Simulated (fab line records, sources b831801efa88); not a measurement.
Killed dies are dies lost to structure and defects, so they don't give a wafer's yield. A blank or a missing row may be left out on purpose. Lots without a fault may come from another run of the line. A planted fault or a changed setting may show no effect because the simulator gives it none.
Chamber matching | flow sfq_line | SFQ_TRILAYER_I4_CMP_CMP_100 on cmp-01: 4 sister chambers
The step polishes SiO2. 8 wafers are shown with their chamber, then 7 later ones without.

WAFERS WITH THEIR CHAMBER
wafer  | chamber | motor_current_A (A) | time_to_endpoint_s (s)
L999.3 | 3       | 10.5                | 212
L100.1 | 2       | 9.6                 | 204
L100.4 | 1       | 9.4                 | 216
L102.3 | 2       | 9.2                 | 216
L102.2 | 1       | 8.9                 | 218
L102.4 | 0       | 8.6                 | 224
L112.2 | 0       | 9.1                 | 212
L112.3 | 3       | 10.6                | 212

WAFERS WITHOUT THEIR CHAMBER
wafer  | motor_current_A (A) | time_to_endpoint_s (s)
L112.4 | 9.6                 | 215
L116.1 | 10.2                | 211
L116.5 | 10.2                | 213
L116.6 | 9.3                 | 213
L120.1 | 9.3                 | 213
L120.2 | 9.9                 | 205
L120.6 | 9.5                 | 209

WHICH CHAMBER EACH WENT THROUGH
wafer  | from the rows above          | in truth
L112.4 | can't be placed: 2 or 1 or 0 | 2
L116.1 | can't be placed: 3 or 2      | 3
L116.5 | can't be placed: 3 or 2      | 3
L116.6 | can't be placed: 2 or 1 or 0 | 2
L120.1 | can't be placed: 2 or 1 or 0 | 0
L120.2 | can't be placed: 2 or 3 or 1 | 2
L120.6 | can't be placed: 2 or 1      | 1
Placed correctly: 0 of 7. Can't be placed from these rows: 7 (the true chamber is among the candidates in 7). Placed wrongly: 0.
How it was worked out, from the rows above alone: a wafer's distance from a chamber is the root of the sum, over the readings, of the square of ((its reading less the chamber's mean) divided by the reading's scatter). The wafer belongs to the nearest chamber; if the next one is less than 2 further off, it can't be placed. A chamber's mean is the mean of its shown wafers. The scatter: the root of (the sum of the squares of (reading less its chamber's mean) over the shown wafers, divided by (wafers less chambers)).
